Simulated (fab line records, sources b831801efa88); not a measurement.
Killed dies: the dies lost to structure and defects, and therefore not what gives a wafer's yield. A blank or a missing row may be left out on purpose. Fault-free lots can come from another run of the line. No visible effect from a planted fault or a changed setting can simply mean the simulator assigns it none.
A single fault, viewed from 2 desks :: flow sky130 :: every desk sees just its own numbers, and what lay behind them comes last

== TOOL OWNER'S DESK, plasma_asher-04 ==
The tool's own readings at SKY_VT_ADJUST_LVTN_STRIP_09 (strips in O2/N2): means of the sampled wafers that have a number, for each lot that ran on this tool. Any lot whose mean is over 4 standard deviations away from the usual mean is out of limits and marked OUT; that distance is given in the brackets.
Columns: A = drypump_motor_current_A at SKY_VT_ADJUST_LVTN_STRIP_09, usual 5.8 A; B = oes_product_au at SKY_VT_ADJUST_LVTN_STRIP_09, usual 0.723 a.u.; C = strip_time_to_endpoint_s at SKY_VT_ADJUST_LVTN_STRIP_09, usual 36.95 s
lot: L619
first seen here: day 7 04:34
A: 5.9
B: 0.717
C: 36.95

lot: L621
first seen here: day 7 17:54
A: 6.0
B: 0.724
C: 36.94

lot: L622
first seen here: day 8 02:30
A: 5.9
B: 0.725
C: 37.03

lot: L625
first seen here: day 8 17:08
A: 5.9
B: 0.723
C: 37.08

lot: L628
first seen here: day 9 16:44
A: 6.0
B: 0.720
C: 36.99

lot: L630
first seen here: day 10 05:49
A: 6.0
B: 0.874 (+31) OUT
C: -

lot: L640
first seen here: day 12 21:03
A: 6.0
B: 0.723
C: 36.86
This desk's finding: out of limits on L630; first on L630, day 10 05:49 (oes_product_au at SKY_VT_ADJUST_LVTN_STRIP_09). In limits: L619, L621, L622, L625, L628, L640.

== AT THE METROLOGY DESK ==
What the gauges read for every lot (on any tool): the sampled wafers with a number, averaged. Any lot whose mean is over 4 standard deviations away from the usual mean is out of limits and marked OUT; that distance is given in the brackets.
Columns: A = FIELD_ISO_CVD_24_THK at SKY_FIELD_ISO_THK_MEAS_25, usual 596 nm; B = NWELL_00_OVL at SKY_NWELL_OVL_MEAS_10, usual -0.5 nm; C = VT_ADJUST_LVTN_2_TW at SKY_VT_ADJUST_LVTN_TW_MEAS_21, usual 188.1
lot: L618
first seen here: day 2 07:50
A: 591
B: -1.7
C: 186.3

lot: L619
first seen here: day 2 13:08
A: 591
B: -0.4
C: 187.6

lot: L620
first seen here: day 2 18:47
A: 595
B: -0.9
C: 187.2

lot: L621
first seen here: day 2 23:56
A: 605
B: 0.7
C: 187.2

lot: L622
first seen here: day 3 06:00
A: 599
B: -0.5
C: 187.2

lot: L625
first seen here: day 3 18:49
A: 592
B: -1.7
C: 188.4

lot: L626
first seen here: day 4 03:37
A: 605
B: 0.3
C: 191.1

lot: L628
first seen here: day 4 13:19
A: 596
B: 1.1
C: 191.1

lot: L630
first seen here: day 5 00:22
A: 599
B: 0.2
C: 30.1 (-83) OUT

lot: L632
first seen here: day 5 09:07
A: 601
B: -2.0
C: 189.9

lot: L637
first seen here: day 6 11:47
A: 597
B: -2.7
C: 185.1

lot: L639
first seen here: day 6 18:47
A: 596
B: 0.3
C: 187.8

lot: L640
first seen here: day 7 01:56
A: 594
B: -0.1
C: 185.6
Per this desk, out of limits: L630; the first was L630, day 11 04:41 (VT_ADJUST_LVTN_2_TW at SKY_VT_ADJUST_LVTN_TW_MEAS_21). In limits: L618, L619, L620, L621, L622, L625, L626, L628, L632, L637, L639, L640.

== BROUGHT TOGETHER ==
The tool owner's desk had the chance to raise an alarm at day 10 05:49 on L630.
L630 would have let the metrology desk raise an alarm at day 11 04:41.
All the named lots went through SKY_VT_ADJUST_LVTN_STRIP_09 on plasma_asher-04.

== WHAT WAS PUT IN BY THE SIMULATOR ==
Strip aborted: plasma_asher-04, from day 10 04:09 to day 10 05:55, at SKY_VT_ADJUST_LVTN_STRIP_09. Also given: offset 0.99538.
Lots struck among those shown: L630.
Time in hours from fault onset to the first out-of-limits reading at each desk: tool owner's desk 2, metrology desk 25.
